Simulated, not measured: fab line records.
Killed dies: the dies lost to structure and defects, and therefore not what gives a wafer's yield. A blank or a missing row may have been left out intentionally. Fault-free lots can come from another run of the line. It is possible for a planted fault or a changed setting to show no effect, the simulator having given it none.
Split-lot study | flow sfq line | 23 wafers read from 5 lots, route of 325 steps

## THE SPLIT ITSELF
At SFQ_TRILAYER_M5_LITHO_COAT_123 (resist thk 600 nm), the setting resist thk nm was moved away from the recipe's 600 nm on 5 of the 23 wafers read, by -4.3% to +4.9%. The other wafers ran this setting at the recipe's value.

## FROM THE SPLIT TO THE READING: what the file shows between them, 4 steps
- SFQ_TRILAYER_M5_LITHO_SOFTBAKE_127
- SFQ_TRILAYER_M5_LITHO_EXPOSE_124: exposes mask M5, target cd 700 nm
- SFQ_TRILAYER_M5_LITHO_DEVELOP_125: time 60 s
- SFQ_TRILAYER_M5_BARC_OPEN_METAL_ETCH_161: etches BARC in O2, target depth 125 nm, time 43.07 s

## THE READING
KrF_of_TRILAYER_M5_LITHO_COAT_123.thk nm (the simulator's own value, which no gauge read), in nm, at SFQ_TRILAYER_M5_ETCH_METAL_ETCH_126 (etches Nb in Cl2/BCl3, stops on SiO2, time 203.2 s, target depth 265 nm). The file gives no usual value for it. Across the 18 wafers here that went through the recipe, the average is 366.5 nm and the standard deviation 2 nm.

wafer  | tool, chamber at the split | resist thk nm as run, nm | against the recipe | KrF_of_TRILAYER_M5_LITHO_COAT_123.thk nm, nm | against lot-mates on the recipe
L074.1 | litho track-02, 0          | 600                      | recipe             | 368.7                                        | -
L074.5 | litho track-02, 0          | 600                      | recipe             | 368.8                                        | -
L074.6 | litho track-02, 0          | 600                      | recipe             | 365.7                                        | -
L076.1 | litho track-02, 0          | 600                      | recipe             | 366.8                                        | -
L076.2 | litho track-02, 0          | 600                      | recipe             | 365.5                                        | -
L076.4 | litho track-02, 0          | 600                      | recipe             | 365.3                                        | -
L076.5 | litho track-02, 0          | 600                      | recipe             | 364.5                                        | -
L076.6 | litho track-02, 0          | 600                      | recipe             | 363.4                                        | -
L077.2 | litho track-02, 0          | 600                      | recipe             | 369.2                                        | -
L077.3 | litho track-02, 0          | 600                      | recipe             | 363.5                                        | -
L077.4 | litho track-02, 0          | 600                      | recipe             | 369.5                                        | -
L077.5 | litho track-02, 0          | 573.9                    | -4.3%              | 343.1                                        | -24.3
L077.6 | litho track-02, 0          | 573.9                    | -4.3%              | 338.5                                        | -28.9
L081.1 | litho track-01, 0          | 600                      | recipe             | 365.2                                        | -
L081.3 | litho track-01, 0          | 600                      | recipe             | 365.2                                        | -
L081.2 | litho track-01, 0          | 629.5                    | +4.9%              | 396.6                                        | +31.4
L081.4 | litho track-01, 0          | 629.5                    | +4.9%              | 399.3                                        | +34.1
L081.5 | litho track-01, 0          | 629.5                    | +4.9%              | 397.9                                        | +32.7
L083.1 | litho track-01, 0          | 600                      | recipe             | 364.3                                        | -
L083.2 | litho track-01, 0          | 600                      | recipe             | 368.2                                        | -
L083.4 | litho track-01, 0          | 600                      | recipe             | 368.3                                        | -
L083.5 | litho track-01, 0          | 600                      | recipe             | 368                                          | -
L083.6 | litho track-01, 0          | 600                      | recipe             | 367.5                                        | -

FIT RESULTS
A straight line over all 23 wafers: KrF_of_TRILAYER_M5_LITHO_COAT_123.thk nm changes by +6.21 nm for each +1% of resist thk nm; r = +0.99; the points scatter about the line by 2.1 nm.
The same after taking each lot's own level away (the mean of its wafers on the recipe; 23 wafers): +6.46 nm for each +1%; r = +0.99; scatter 1.8 nm.
According to that fit, moving resist thk nm by its largest amount changes the reading by 32 nm.
From 365.10 to 367.73 nm: that is the span of the lots' own levels, equal to 1.3 times the standard deviation above.
The two slopes agree, so the slope changes little with the lot-to-lot level.
Check: with one of the wafers moved furthest among these (+4.9%) left out of the fit, the line predicts +32.2 nm for it against its lot-mates. It came out at +31.4 nm against them.

## OTHER SPLITS ON THESE WAFERS
These wafers also went through other splits before the reading. Each is held against what the fit with the lots' levels taken away leaves over:
other split on the same wafers               | wafers away from the commonest value | r with KrF_of_TRILAYER_M5_LITHO_COAT_123.thk nm (lot level and that fit taken away)
SFQ_TRILAYER_M3_LITHO_PEB_078 peb time s     | 9                                    | -0.45
SFQ_TRILAYER_I3_DEP_PECVD_081 time s         | 8                                    | +0.10
SFQ_TRILAYER_I3_VIA_LITHO_EXPOSE_086 dose mj | 8                                    | -0.13
SFQ_TRILAYER_M4_LITHO_COAT_093 spin rpm      | 10                                   | -0.03
SFQ_TRILAYER_M4_LITHO_EXPOSE_094 dose mj     | 11                                   | +0.05
SFQ_TRILAYER_I4_VIA_LITHO_PEB_106 peb time s | 9                                    | -0.09
SFQ_TRILAYER_JJ_CE_LITHO_COAT_119 spin rpm   | 5                                    | -0.14

## THE WHOLE CHAIN: every reading that the file lists as answering this split, in the file's order
step                                     | what it does                                                            | reading                                                                                   | change (the file's fit)              | r (the file's)
SFQ_TRILAYER_M5_LITHO_COAT_123           | resist thk 600 nm                                                       | KrF_of_TRILAYER_M5_LITHO_COAT_123.thk nm (the simulator's own value, which no gauge read) | +6.05 nm for each +1% of the setting | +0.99
SFQ_TRILAYER_M5_BARC_OPEN_METAL_ETCH_161 | etches BARC in O2, target depth 125 nm, time 43.07 s                    | KrF_of_TRILAYER_M5_LITHO_COAT_123.thk nm (the simulator's own value, which no gauge read) | +6.18 nm for each +1% of the setting | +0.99
SFQ_TRILAYER_M5_ETCH_METAL_ETCH_126      | etches Nb in Cl2/BCl3, stops on SiO2, time 203.2 s, target depth 265 nm | KrF_of_TRILAYER_M5_LITHO_COAT_123.thk nm (the simulator's own value, which no gauge read) | +6.42 nm for each +1% of the setting | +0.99

## THE FILE'S OWN FIT
KrF_of_TRILAYER_M5_LITHO_COAT_123.thk nm changes by +6.42 nm for each +1% of resist thk nm, r = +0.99.
